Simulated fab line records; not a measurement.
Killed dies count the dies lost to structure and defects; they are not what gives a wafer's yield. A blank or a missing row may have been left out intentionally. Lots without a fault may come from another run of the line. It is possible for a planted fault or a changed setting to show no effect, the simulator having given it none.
fab line records	flow sky130
record lots=14	wafers=42	lastDay=50
route steps=708 shown POLY_GATE@236 LDD_P@262 LDD_HVN@277 SD_P@326
lots with no fault: from the same line, run without faults
startH: start of the lot's first displayed wafer, in hours after the record's first day	waitH: how many hours have passed since the lot's step before this one	" identical to the entry in the row above	L1.1+2: a row that stands for several wafers	- either no value or no given start	* or withheld: withheld	< > ~ a bound
route shown NAME@n: NAME is a module with steps in the file, n the number in the route of the first one	usual: mean/standard deviation taken from wafers without a fault	same: alike in all rows	chamber/n: place in a boat	sites: per-site readings	_std_site: their standard deviation	_edge_site: mean of outer sites minus mean of inner sites	radiusMm: for every site, how far away it sits from the centre of the wafer	mask NAME#n: copy n	behind: the most recent tool/chamber to have shaped the wafer	hold: what put the lot on hold/how long, in hours/how the hold closed	device: names the non-switching transistor (n, p or np)	end of line: tests of these same wafers at the route's end	a step with no rows: only its recipe	killed: count of dies lost to structure and defects at first sort (not the wafer's yield)	map: dies across one wafer; x = killed, . = not, _ = none there
set.NAME: the run value of the setting; set.NAME@STEP: its run value at that earlier step	model.NAME: the simulator's own value behind a step, which no gauge read
one table for each step of the route and one row for each wafer, over a sample of lots
## steps
# step SKY_POLY_GATE_CD_MEAS_22
# usual cdNm=149.5/2.9
lot.wafer	tool	chamber	startH	waitH	cdNm
L405.2	cdSem-02	-	370.01	0.1	142.5
L405.3	"	-	"	"	153.1
L405.4	"	-	"	"	148.3
L406.1	cdSem-01	-	385.85	0.1	149.6
L406.5	"	-	"	"	143.2
L406.6	"	-	"	"	150.0
L408.1	cdSem-02	-	385.85	0.1	149.5
L408.4	"	-	"	"	145.8
L408.6	"	-	"	"	149.0
L410.1	cdSem-01	-	399.96	0.1	148.4
L410.2	"	-	"	"	150.6
L410.3	"	-	"	"	149.0
L412.2	cdSem-01	-	434.34	0.1	149.0
L412.3	"	-	"	"	145.4
L412.4	"	-	"	"	146.0
L414.3	cdSem-02	-	447.50	0.1	149.1
L414.4	"	-	"	"	147.4
L414.5	"	-	"	"	149.8
L417.1	cdSem-01	-	487.29	0.1	150.4
L417.2	"	-	"	"	150.3
L417.4	"	-	"	"	151.6
L418.1	cdSem-01	-	488.34	0.1	148.3
L418.3	"	-	"	"	149.0
L418.4	"	-	"	"	148.0
L420.2	cdSem-02	-	506.38	0.1	154.0
L420.4	"	-	"	"	153.7
L420.5	"	-	"	"	151.2
L422.2	cdSem-02	-	519.48	0.1	155.8
L422.3	"	-	"	"	155.4
L422.6	"	-	"	"	152.4
L424.1	cdSem-01	-	535.82	0.1	153.0
L424.3	"	-	"	"	148.1
L424.6	"	-	"	"	151.6
L426.3	cdSem-02	-	558.40	0.1	150.9
L426.4	"	-	"	"	150.7
L426.6	"	-	"	"	145.3
L427.3	cdSem-01	-	567.07	0.1	149.3
L427.4	"	-	"	"	147.6
L427.6	"	-	"	"	148.1
L428.2	cdSem-02	-	574.11	0.1	154.2
L428.3	"	-	"	"	148.0
L428.5	"	-	"	"	149.9
# step SKY_LDD_P_CD_MEAS_07
# recipe targetCdNm=380
# usual cdNm=381.0/2.6
lot.wafer	tool	chamber	startH	waitH	cdNm
L405.2	cdSem-02	-	433.46	0.1	377.7
L405.3	"	-	"	"	377.8
L405.4	"	-	"	"	377.8
L408.1	cdSem-01	-	447.44	0.1	383.3
L408.4	"	-	"	"	383.9
L408.6	"	-	"	"	383.3
L406.1	cdSem-02	-	447.92	0.1	383.2
L406.5	"	-	"	"	383.5
L406.6	"	-	"	"	382.8
L410.1	cdSem-01	-	463.59	0.1	374.9
L410.2	"	-	"	"	377.3
L410.3	"	-	"	"	376.3
L412.2	cdSem-02	-	498.41	0.1	380.8
L412.3	"	-	"	"	379.5
L412.4	"	-	"	"	378.2
L414.3	cdSem-02	-	510.59	0.1	379.9
L414.4	"	-	"	"	382.6
L414.5	"	-	"	"	381.3
L417.1	cdSem-02	-	550.74	0.1	381.3
L417.2	"	-	"	"	383.1
L417.4	"	-	"	"	382.5
L418.1	cdSem-02	-	551.17	0.1	379.1
L418.3	"	-	"	"	376.9
L418.4	"	-	"	"	380.1
L420.2	cdSem-02	-	568.79	0.1	384.1
L420.4	"	-	"	"	382.8
L420.5	"	-	"	"	382.5
L422.2	cdSem-02	-	582.64	0.1	383.5
L422.3	"	-	"	"	385.3
L422.6	"	-	"	"	385.3
L424.1	cdSem-02	-	598.24	0.1	381.8
L424.3	"	-	"	"	378.9
L424.6	"	-	"	"	380.9
L426.3	cdSem-02	-	618.91	0.1	383.1
L426.4	"	-	"	"	383.1
L426.6	"	-	"	"	385.8
L427.3	cdSem-02	-	625.61	0.1	378.1
L427.4	"	-	"	"	377.3
L427.6	"	-	"	"	377.5
L428.2	cdSem-01	-	633.24	0.1	384.4
L428.3	"	-	"	"	383.5
L428.5	"	-	"	"	383.7
# step SKY_LDD_HVN_TW_MEAS_10
# usual LDD_HVN_TW=1451/12
lot.wafer	tool	chamber	startH	waitH	LDD_HVN_TW
L405.2	filmMetro-03	-	465.67	0.1	1467
L405.3	"	-	"	"	1459
L405.4	"	-	"	"	1464
L408.1	filmMetro-03	-	479.46	0.1	1457
L408.4	"	-	"	"	1459
L408.6	"	-	"	"	1464
L406.1	filmMetro-02	-	479.49	0.1	1440
L406.5	"	-	"	"	1445
L406.6	"	-	"	"	1449
L410.1	filmMetro-03	-	494.74	0.1	1471
L410.2	"	-	"	"	1473
L410.3	"	-	"	"	1466
L412.2	filmMetro-02	-	530.42	0.1	1436
L412.3	"	-	"	"	1431
L412.4	"	-	"	"	1435
L414.3	filmMetro-04	-	542.31	0.1	1438
L414.4	"	-	"	"	1431
L414.5	"	-	"	"	1444
L417.1	filmMetro-02	-	581.96	0.1	1449
L417.2	"	-	"	"	1442
L417.4	"	-	"	"	1443
L418.1	filmMetro-04	-	583.25	0.1	1450
L418.3	"	-	"	"	1442
L418.4	"	-	"	"	1450
L420.2	filmMetro-04	-	599.07	0.1	1450
L420.4	"	-	"	"	1451
L420.5	"	-	"	"	1451
L422.2	filmMetro-02	-	611.45	0.1	1444
L422.3	"	-	"	"	1442
L422.6	"	-	"	"	1439
L424.1	filmMetro-03	-	627.49	0.1	1472
L424.3	"	-	"	"	1466
L424.6	"	-	"	"	1465
L426.3	filmMetro-03	-	646.71	0.1	1467
L426.4	"	-	"	"	1466
L426.6	"	-	"	"	1468
L427.3	filmMetro-03	-	654.06	0.1	1467
L427.4	"	-	"	"	1470
L427.6	"	-	"	"	1464
L428.2	filmMetro-04	-	661.40	0.1	1441
L428.3	"	-	"	"	1434
L428.5	"	-	"	"	1433
# step SKY_SD_P_DEVELOP_06
# recipe resist=NOVOLAK	developer=TMAH	developTimeS=60	devTempC=23
# usual developerTempC=22.99/0.094	exhaustPa=45.1/0.96
lot.wafer	tool	chamber	startH	waitH	developerTempC	exhaustPa
L405.2	lithoTrack-02	0	591.62	0.1	22.98	43.4
L405.3	"	0	"	"	22.96	45.0
L405.4	"	0	"	"	23.00	44.4
L408.1	lithoTrack-03	0	604.25	0.1	23.07	45.0
L408.4	"	0	"	"	22.96	44.4
L408.6	"	0	"	"	23.16	45.9
L406.1	lithoTrack-02	0	605.79	0.1	22.96	47.7
L406.5	"	0	"	"	22.96	46.2
L406.6	"	0	"	"	23.07	47.0
L410.1	lithoTrack-03	0	619.20	0.1	22.92	44.5
L410.2	"	0	"	"	23.01	45.1
L410.3	"	0	"	"	22.84	43.9
L412.2	lithoTrack-04	0	652.29	0.1	23.21	45.1
L412.3	"	0	"	"	22.92	44.3
L412.4	"	0	"	"	22.99	46.1
L414.3	lithoTrack-03	0	661.30	0.1	23.08	45.8
L414.4	"	0	"	"	22.98	45.4
L414.5	"	0	"	"	23.11	45.4
L417.1	lithoTrack-02	0	696.94	0.1	22.95	45.1
L417.2	"	0	"	"	22.91	44.8
L417.4	"	0	"	"	23.05	45.8
L418.1	lithoTrack-02	0	697.84	0.1	22.89	44.2
L418.3	"	0	"	"	22.98	44.7
L418.4	"	0	"	"	23.02	45.8
L420.2	lithoTrack-04	0	708.79	0.1	22.97	44.9
L420.4	"	0	"	"	22.93	45.1
L420.5	"	0	"	"	23.10	44.2
L422.2	lithoTrack-02	0	723.67	0.1	22.98	46.3
L422.3	"	0	"	"	23.11	45.7
L422.6	"	0	"	"	22.93	44.6
L424.1	lithoTrack-04	0	735.57	0.1	20.76	46.9
L424.3	"	0	"	"	20.82	45.9
L424.6	"	0	"	"	20.79	45.0
L426.3	lithoTrack-04	0	754.17	0.1	20.72	44.7
L426.4	"	0	"	"	20.84	45.7
L426.6	"	0	"	"	20.74	44.8
L427.3	lithoTrack-02	0	762.19	0.1	22.95	44.4
L427.4	"	0	"	"	23.01	44.0
L427.6	"	0	"	"	23.05	45.2
L428.2	lithoTrack-02	0	775.07	0.1	22.99	45.1
L428.3	"	0	"	"	23.12	45.2
L428.5	"	0	"	"	23.06	45.7
# step SKY_SD_P_CD_MEAS_07
# recipe targetCdNm=380
# usual cdNm=379.5/2.4
lot.wafer	tool	chamber	startH	waitH	cdNm
L405.2	cdSem-02	-	591.76	0.1	383.8
L405.3	"	-	"	"	385.7
L405.4	"	-	"	"	382.8
L408.1	cdSem-02	-	604.40	0.1	380.3
L408.4	"	-	"	"	376.1
L408.6	"	-	"	"	377.4
L406.1	cdSem-01	-	605.94	0.1	374.6
L406.5	"	-	"	"	379.0
L406.6	"	-	"	"	379.4
L410.1	cdSem-02	-	619.35	0.1	379.0
L410.2	"	-	"	"	378.4
L410.3	"	-	"	"	377.5
L412.2	cdSem-02	-	652.44	0.1	384.2
L412.3	"	-	"	"	381.2
L412.4	"	-	"	"	384.0
L414.3	cdSem-01	-	661.44	0.1	378.5
L414.4	"	-	"	"	379.6
L414.5	"	-	"	"	376.9
L417.1	cdSem-02	-	697.09	0.1	381.0
L417.2	"	-	"	"	381.7
L417.4	"	-	"	"	382.0
L418.1	cdSem-02	-	697.99	0.1	380.0
L418.3	"	-	"	"	379.6
L418.4	"	-	"	"	377.9
L420.2	cdSem-02	-	708.94	0.1	379.8
L420.4	"	-	"	"	379.2
L420.5	"	-	"	"	380.3
L422.2	cdSem-02	-	723.81	0.1	373.6
L422.3	"	-	"	"	376.3
L422.6	"	-	"	"	375.3
L424.1	cdSem-02	-	735.72	0.1	386.1
L424.3	"	-	"	"	387.8
L424.6	"	-	"	"	386.1
L426.3	cdSem-01	-	754.31	0.1	384.3
L426.4	"	-	"	"	385.8
L426.6	"	-	"	"	385.1
L427.3	cdSem-01	-	762.33	0.1	378.1
L427.4	"	-	"	"	379.5
L427.6	"	-	"	"	378.0
L428.2	cdSem-01	-	775.21	0.1	377.1
L428.3	"	-	"	"	377.0
L428.5	"	-	"	"	379.8
## key
firstSign step=SKY_SD_P_DEVELOP_06	reading=developerTempC	direction=down	sigmas=24	usual=*	struck=*
effect step=SKY_SD_P_CD_MEAS_07	reading=cdNm	direction=up	sigmas=2.7	usual=379.5	struck=385.9	through=controlLoop
metAt SKY_SD_P_DEVELOP_06
struckLots L424,L426
testerLeftOut L424,L426
loopTrim step=SKY_SD_P_EXPOSE_04	setting=dose	lots=L426
notActingAt SKY_POLY_GATE_CD_MEAS_22,SKY_LDD_P_CD_MEAS_07,SKY_LDD_HVN_TW_MEAS_10
onsetBetween 708.79 735.57
fault kind=processParameterDrift	tool=lithoTrack-04	chamber=-	onsetH=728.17	steps=SKY_SD_P_DEVELOP_06	channel=devTempC	offset=*	shape=step	endH=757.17	actsIn=*	stated=*
# testerLeftOut: of these lots the tester's yield and bins aren't shown, on N5 and GAA mostly nor the transistor test; their killed dies are dies lost to structure and defects alone, not to doping, threshold or leakage, so they don't give the yield
# loopTrim: a control loop set the setting to another value than it would have without faults
